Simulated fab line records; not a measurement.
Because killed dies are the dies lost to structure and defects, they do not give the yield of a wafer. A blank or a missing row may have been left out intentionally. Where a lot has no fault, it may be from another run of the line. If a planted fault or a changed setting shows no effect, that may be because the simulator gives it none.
Chamber matching	flow sky130	rieDiel-04 running SKY_LI_CONTACT_ETCH_15: 4 sister chambers
The step etches PSG in C4F8/O2/Ar, stops on Si, target depth 600 nm. 16 wafers are shown with their chamber, then 8 later ones without.

## EACH WAFER AND ITS CHAMBER
wafer	chamber	oesProductAu (a.u.)
L839.1	3	0.846
L839.3	2	0.841
L839.5	1	0.832
L840.1	3	0.832
L840.3	1	0.836
L840.4	2	0.840
L841.2	1	0.838
L841.3	2	0.826
L841.4	3	0.830
L842.2	1	0.838
L842.3	3	0.837
L842.5	0	0.831
L849.1	2	0.834
L849.3	0	0.829
L849.4	1	0.838
L852.2	2	0.842

SIGNATURES (means of the wafers above)
reading	chamber 0	chamber 1	chamber 2	chamber 3	scatter within a chamber
oesProductAu	0.83000	0.83640	0.83660	0.83625	0.00549
Rule: a wafer's distance from a chamber is the root of the sum, over the readings, of the square of ((its reading less the chamber's mean) divided by the reading's scatter). If the next closest chamber is less than 2 further off than the closest, the wafer can't be placed; otherwise it belongs to the closest. How the scatter is found: for the shown wafers, subtract from each reading the mean of its chamber, square and add these, divide the total by (wafers less chambers), then take the root.

## WAFERS WHOSE CHAMBER IS MISSING
wafer	oesProductAu (a.u.)
L852.3	0.833
L852.5	0.833
L861.2	0.837
L861.3	0.840
L861.4	0.840
L862.4	0.840
L862.5	0.833
L862.6	0.834

## THE CHAMBER EACH PASSED THROUGH
wafer	from the rows above	in truth
L852.3	can't be placed: 0 or 3 or 1 or 2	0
L852.5	can't be placed: 0 or 3 or 1 or 2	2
L861.2	can't be placed: 2 or 1 or 3 or 0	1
L861.3	can't be placed: 2 or 1 or 3 or 0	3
L861.4	can't be placed: 2 or 1 or 3 or 0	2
L862.4	can't be placed: 2 or 1 or 3 or 0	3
L862.5	can't be placed: 0 or 3 or 1 or 2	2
L862.6	can't be placed: 3 or 1 or 2 or 0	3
Correctly placed: 0 of 8. Not placeable from these rows: 8 (in 8, the candidates include the true chamber). 0 placed wrongly.
